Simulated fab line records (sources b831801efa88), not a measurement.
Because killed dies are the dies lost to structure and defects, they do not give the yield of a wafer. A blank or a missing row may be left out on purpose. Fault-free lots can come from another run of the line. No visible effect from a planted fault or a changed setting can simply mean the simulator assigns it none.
A struck lot beside a sound one || flow sfq line || 32 out of 325 route steps
Sound: these wafers, L788.2, L788.4, L788.6. Struck: wafer L796.1 (L796.4, L796.6, from the same lot, were not struck and are left out); the cause is given at the end.
Each step with rows lists, per side, the tool, then ch with its chambers, then its first start. Under that, the readings that differ: sound wafers || struck wafers || difference of the means || sigmas: that difference in standard deviations of wafers without a fault.
alike: a reading whose means differ by less than 2 such deviations, as well as words and numbers matching on both sides. not compared: withheld readings; readings where some wafer has no value; bounds like >300 that might hide an equal value; numbers whose values overlap and for which the record gives no deviation.
The two part at a step that has a row with sigmas, a row that says differs or no value, or rows on one side only. When numbers do not overlap yet have no deviation, they are printed without sigmas and do not part them. A reading that every wafer of one side lacks parts them only if that side has two wafers or more.

SFQ_INCOMING_BOW_MEAS_900:
  sound on film metro-03, day 2 16:01; struck on film metro-01, day 4 08:00
  alike: INCOMING_BOW
then, 1 step without rows for these wafers: SFQ_TRILAYER_INCOMING_OXIDATION_002 (target thk 500 nm, ox time 4939 s).
SFQ_TRILAYER_L0_DEP_SPUTTER_003: material MoNx KI, target thk 40 nm, time 100 s.
  sound on pvd sputter-04, day 2 18:29; struck on pvd sputter-05, day 4 10:29
{"reading": "model.MoNx_KI_of_TRILAYER_L0_DEP_SPUTTER_003.thk nm (nm)", "sound": "39.6 40.27 39.88", "struck": 37.69, "difference": -2.23, "sigmas": ""}
  alike: chamber pressure pa, throttle valve pct
SFQ_L0_RS_MEAS_901: measures by four-point-probe.
  sound on film metro-02, day 2 18:35; struck on film metro-03, day 4 10:44
{"reading": "L0_MONX_KI_RS (ohm/sq)", "sound": "43.9 43.2 43.5", "struck": 46.3, "difference": "+2.8", "sigmas": "+7"}
SFQ_L0_THK_MEAS_902: measures by xrf.
  sound on film metro-02, day 2 18:41; struck on film metro-03, day 4 10:52
{"reading": "L0_MONX_KI_THK (nm)", "sound": "39.9 40.5 40.0", "struck": 38.0, "difference": -2.1, "sigmas": -6}
then, 6 steps without rows for these wafers: SFQ_TRILAYER_L0_LITHO_COAT_010 (resist thk 62 nm); SFQ_TRILAYER_L0_LITHO_COAT_005 (resist thk 600 nm); SFQ_TRILAYER_L0_LITHO_SOFTBAKE_009; SFQ_TRILAYER_L0_LITHO_EXPOSE_006 (exposes mask L0, target cd 2000 nm); SFQ_TRILAYER_L0_LITHO_PEB_008 (peb time 60 s); SFQ_TRILAYER_L0_LITHO_DEVELOP_007 (time 60 s).
-- the record jumps here: 4 days lie between the struck wafers' starts before and after --
SFQ_TRILAYER_L0_BARC_OPEN_METAL_ETCH_010: etches BARC in O2, target depth 125 nm, time 41.7 s.
  sound on rie metal-01 ch 0,1, day 5 16:10; struck on rie metal-03 ch 0, day 8 01:40
  alike: drypump motor current A, oes product au
  not compared: rf hours counter h
SFQ_TRILAYER_L0_ETCH_METAL_ETCH_008: etches MoNx KI in SF6/O2, stops on SiO2, target depth 50 nm, time 25 s.
  sound on rie metal-01 ch 0,1, day 5 16:14; struck on rie metal-03 ch 0, day 8 01:44
{"reading": "oes product au (a.u.)", "sound": "0.868 0.873 0.871", "struck": 0.847, "difference": -0.024, "sigmas": -4}
{"reading": "model.L0.feature depth nm (nm)", "sound": "39.6 40.27 39.88", "struck": 37.69, "difference": -2.23, "sigmas": ""}
{"reading": "model.etch.depth nm (nm)", "sound": "39.6 40.27 39.88", "struck": 37.69, "difference": -2.23, "sigmas": ""}
  alike: drypump motor current A
  not compared: rf hours counter h
then, 2 steps without rows for these wafers: SFQ_TRILAYER_L0_STRIP_STRIP_009 (strips in O2); SFQ_TRILAYER_L0_STRIP_SOLV_CLEAN_010 (cleans in NMP, time 600 s).
SFQ_TRILAYER_L0_CAP_PECVD_011: deposits SiO2 from SiH4/N2O, time 13.333 s, target thk 60 nm.
  sound on pecvd-03 ch 1,2, day 5 17:05; struck on pecvd-01 ch 1, day 8 02:33
  alike: heater power w, throttle valve pct
then, 6 steps without rows for these wafers: SFQ_TRILAYER_L0_VIA_LITHO_COAT_018 (resist thk 62 nm); SFQ_TRILAYER_L0_VIA_LITHO_COAT_013 (resist thk 650 nm); SFQ_TRILAYER_L0_VIA_LITHO_SOFTBAKE_017; SFQ_TRILAYER_L0_VIA_LITHO_EXPOSE_014 (exposes mask L0V, target cd 700 nm); SFQ_TRILAYER_L0_VIA_LITHO_PEB_016 (peb time 60 s); SFQ_TRILAYER_L0_VIA_LITHO_DEVELOP_015 (time 60 s).
-- the record jumps here: 4 days lie between the struck wafers' starts before and after --
SFQ_L0V_OVL_MEAS_903:
  sound on overlay-02, day 9 13:47; struck on overlay-01, day 12 09:59
  alike: L0V_OVL
SFQ_TRILAYER_L0_VIA_BARC_OPEN_VIA_ETCH_021: etches BARC in O2, target depth 125 nm, time 41.7 s.
  sound on rie diel-02 ch 0,1, day 9 13:49; struck on rie diel-02 ch 0, day 12 10:02
  alike: drypump motor current A, oes product au
  not compared: rf hours counter h
then, 1 step without rows for these wafers: SFQ_TRILAYER_L0_VIA_ETCH_VIA_ETCH_016 (etches SiO2 in CHF3, stops on MoNx KI, target depth 80 nm).
SFQ_TRILAYER_L0_VIA_STRIP_STRIP_017: strips in O2.
  sound on rie metal-02 ch 1, day 9 14:06; struck on rie metal-03 ch 1, day 12 10:07
{"reading": "drypump motor current A (A)", "sound": "6.3 6.3 6.3", "struck": 5.2, "difference": -1.1, "sigmas": -3}
{"reading": "rf hours counter h (h)", "sound": "- - -", "struck": 36, "difference": "no value on the sound wafers", "sigmas": ""}
  alike: oes product au
then, 2 steps without rows for these wafers: SFQ_TRILAYER_L0_VIA_STRIP_SOLV_CLEAN_018 (cleans in NMP, time 600 s); SFQ_TRILAYER_M0_DEP_PRE_CLEAN_020 (time 15 s).
SFQ_TRILAYER_M0_DEP_SPUTTER_019: material Nb, target thk 200 nm, time 133.3 s.
  sound on pvd sputter-03, day 9 15:18; struck on pvd sputter-04, day 12 10:55
  alike: chamber pressure pa, throttle valve pct
SFQ_M0_RS_MEAS_904: measures by four-point-probe.
  sound on film metro-04, day 9 15:25; struck on film metro-04, day 12 11:00
  alike: M0_NB_RS
then, 1 step without rows for these wafers: SFQ_TRILAYER_M0_LITHO_COAT_026 (resist thk 62 nm).
-- the record jumps here: 80 days lie between the struck wafers' starts before and after --
SFQ_M8_BOW_MEAS_951:
  sound on film metro-01, day 82 04:17; struck on film metro-04, day 92 09:05
{"reading": "model.etest.l0v.link ohm", "sound": "44.91 44.17 44.59", "struck": 47.12, "difference": "+2.56", "sigmas": ""}
{"reading": "model.etest.l0.ohm sq", "sound": "43.99 43.26 43.68", "struck": 46.22, "difference": "+2.58", "sigmas": ""}
{"reading": "model.etest.l0.ohm um", "sound": "21.99 21.62 21.83", "struck": 23.12, "difference": "+1.31", "sigmas": ""}
  alike: M8_BOW

## WHERE THEY PART
Earliest at SFQ_L0_RS_MEAS_901; latest, in this record, at SFQ_TRILAYER_L0_VIA_STRIP_STRIP_017. Later steps at which nothing parts them and some readings are alike: SFQ_TRILAYER_M0_DEP_SPUTTER_019, SFQ_M0_RS_MEAS_904, SFQ_M8_BOW_MEAS_951.

WHY: the cause the simulator had injected
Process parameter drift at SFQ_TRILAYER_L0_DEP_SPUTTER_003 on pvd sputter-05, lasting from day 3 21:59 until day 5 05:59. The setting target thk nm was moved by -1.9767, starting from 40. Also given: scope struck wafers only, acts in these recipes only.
